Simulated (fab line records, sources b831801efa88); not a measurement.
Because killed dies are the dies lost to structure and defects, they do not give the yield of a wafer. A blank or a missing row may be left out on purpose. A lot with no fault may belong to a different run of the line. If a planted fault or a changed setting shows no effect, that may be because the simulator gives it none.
A lot that was struck, set against a sound lot | flow sfq-line | 14 out of 325 route steps
Sound: the wafers L861.2, L861.4, L861.5. Struck: wafer L857.5. (L857.2 of the same lot was not struck and is left out.) The cause comes at the end.
Per side, at each step with rows, come the tool, then ch with its chambers, and then its first start. Under that, the readings that differ: sound wafers | struck wafers | difference of the means | sigmas: that difference in standard deviations of wafers without a fault.
alike: readings with means less than 2 such deviations apart, plus words and numbers identical on both sides. not compared: withheld readings, readings lacking a value on some wafer, bounds such as >300 that could conceal the same value, and numbers that have no deviation in the record and whose values overlap.
Wherever a step has rows on one side only, a row that says differs or no value, or a row with sigmas, the two part there. Numbers that have no deviation but don't overlap get no sigmas and don't part them. Lack of a reading on every wafer of one side parts them only where that side has two or more wafers.

SFQ_INCOMING_BOW_MEAS_900:
  sound: film-metro-04 at day 4 23:01; struck: film-metro-01 at day 4 03:01
  alike: INCOMING_BOW
then, 1 step without rows for these wafers: SFQ_TRILAYER_INCOMING_OXIDATION_002 (target thk 500 nm, ox time 4939 s).
SFQ_TRILAYER_L0_DEP_SPUTTER_003: material MoNx KI, target thk 40 nm, time 100 s.
  sound: pvd-sputter-06 at day 5 01:29; struck: pvd-sputter-06 at day 4 05:29
  alike: throttle-valve-pct
SFQ_L0_RS_MEAS_901: uses a four-point probe to measure.
  sound: film-metro-04 at day 5 01:35; struck: film-metro-02 at day 4 05:35
  alike: L0_MONX_KI_RS
SFQ_L0_THK_MEAS_902: measures by xrf.
  sound: film-metro-04 at day 5 01:41; struck: film-metro-02 at day 4 05:41
  reading             | sound          | struck | difference | sigmas
  L0_MONX_KI_THK (nm) | 38.8 39.4 38.9 | 40.1   | +1.1       | +2
then, 6 steps without rows for these wafers: SFQ_TRILAYER_L0_LITHO_COAT_010 (resist thk 62 nm); SFQ_TRILAYER_L0_LITHO_COAT_005 (resist thk 600 nm); SFQ_TRILAYER_L0_LITHO_SOFTBAKE_009; SFQ_TRILAYER_L0_LITHO_EXPOSE_006 (exposes mask L0, target cd 2000 nm); SFQ_TRILAYER_L0_LITHO_PEB_008 (peb time 60 s); SFQ_TRILAYER_L0_LITHO_DEVELOP_007 (time 60 s).
-- the record jumps here: 3 days lie between the struck wafers' starts before and after --
SFQ_TRILAYER_L0_BARC_OPEN_METAL_ETCH_010: etches BARC in O2, target depth 125 nm, time 41.7 s.
  sound on rie-metal-03 ch 1, day 8 10:56; struck on rie-metal-02 ch 1, day 7 06:52
  reading                                             | sound             | struck | difference | sigmas
  oes-product-au (a.u.)                               | 0.690 0.683 0.689 | 0.752  | +0.065     | +16
  run-length-s (s)                                    | 69.67 69.62 69.73 | 65.29  | -4.38      | -15
  model.KrF_of_TRILAYER_L0_LITHO_COAT_005.thk-nm (nm) | 523.3 523.5 522.3 | 525    | +2         |
  alike: drypump-motor-current-A
  not compared: rf-fwd-power-W, rf-hours-counter-h
SFQ_TRILAYER_L0_ETCH_METAL_ETCH_008: etches MoNx KI in SF6/O2, stops on SiO2, target depth 50 nm, time 25 s.
  sound on rie-metal-03 ch 1, day 8 11:00; struck on rie-metal-02 ch 1, day 7 06:55
  reading                                             | sound             | struck | difference | sigmas
  rf-fwd-power-W (W)                                  | 591.2 589.6 591.6 | 598.1  | +7.3       | +3
  run-length-s (s)                                    | 52.90 52.72 52.81 | 53.68  | +0.87      | +3
  model.KrF_of_TRILAYER_L0_LITHO_COAT_005.thk-nm (nm) | 482.2 482.4 481.2 | 483.1  | +1.2       |
  alike: drypump-motor-current-A, oes-product-au
  not compared: rf-hours-counter-h
SFQ_TRILAYER_L0_STRIP_STRIP_009: strips in O2.
  sound on rie-metal-03 ch 1, day 8 11:02; struck on rie-metal-02 ch 1, day 7 06:58
  alike: drypump-motor-current-A, oes-product-au
  not compared: rf-hours-counter-h

== WHERE THEY PART ==
Last at SFQ_TRILAYER_L0_ETCH_METAL_ETCH_008 as far as this record goes, first at SFQ_L0_THK_MEAS_902. Later steps at which nothing parts them and some readings are alike: SFQ_TRILAYER_L0_STRIP_STRIP_009.

WHY: what had been put in by the simulator
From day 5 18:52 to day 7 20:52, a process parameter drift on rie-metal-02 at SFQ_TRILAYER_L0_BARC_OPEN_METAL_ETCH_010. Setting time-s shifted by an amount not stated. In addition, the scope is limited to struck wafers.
